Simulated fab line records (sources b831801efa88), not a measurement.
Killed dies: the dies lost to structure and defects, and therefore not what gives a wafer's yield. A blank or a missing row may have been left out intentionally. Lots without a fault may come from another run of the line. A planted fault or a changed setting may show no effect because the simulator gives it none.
One fault seen from 2 desks ; flow sky130 ; every desk sees just its own numbers, and what lay behind them comes last

## TOOL OWNER'S DESK, pvd-sputter-03
The tool's own readings at SKY_METAL3_SPUTTER_03 (material Ti, target thk 5 nm, time 3.3 s): means of the sampled wafers that have a number, for each lot that ran on this tool. If a lot's mean is further than 4 standard deviations from the usual mean, the lot is out of limits and carries the mark OUT (the distance appears in the brackets).
Columns: A = throttle-valve-pct at SKY_METAL3_SPUTTER_03, usual 29.7 %
lot;first seen here;A
L585;day 38 08:26;28.4
L584;day 38 15:56;29.2
L589;day 39 16:27;29.8
L590;day 39 20:41;28.5
Finding of this desk: none of the 4 lots has anything out of limits.

## FROM THE METROLOGY DESK
Means of the sampled wafers that have a number, per lot and without regard to the tool the lot ran on: this is what the gauges read. If a lot's mean is further than 4 standard deviations from the usual mean, the lot is out of limits and carries the mark OUT (the distance appears in the brackets).
Columns: A = METAL4_OVL at SKY_METAL4_OVL_MEAS_14, usual -4 nm; B = VIA4_BOW at SKY_VIA4_BOW_MEAS_03, usual 81 um
lot;first seen here;A;B
L580;day 42 05:15;-4;91
L581;day 43 07:45;-6;91
L582;day 43 07:50;-0;88
L585;day 43 11:48;-4;88
L586;day 43 17:33;-7;77
L584;day 43 22:09;-7;78
L588;day 44 04:57;-8;78
L589;day 44 20:29;-2;83
L590;day 44 23:27;-6;80
L593;day 45 09:21;-4;71
L594;day 46 04:54;-1;78
L598;day 46 22:04;-3;73
L600;day 47 04:56;-1;96
Finding of this desk: none of the 13 lots has anything out of limits.

## BROUGHT TOGETHER
The desk of the tool owner found nothing out of limits.
Nothing out of limits was seen by the metrology desk.

## WHAT THE SIMULATOR HAD PUT IN
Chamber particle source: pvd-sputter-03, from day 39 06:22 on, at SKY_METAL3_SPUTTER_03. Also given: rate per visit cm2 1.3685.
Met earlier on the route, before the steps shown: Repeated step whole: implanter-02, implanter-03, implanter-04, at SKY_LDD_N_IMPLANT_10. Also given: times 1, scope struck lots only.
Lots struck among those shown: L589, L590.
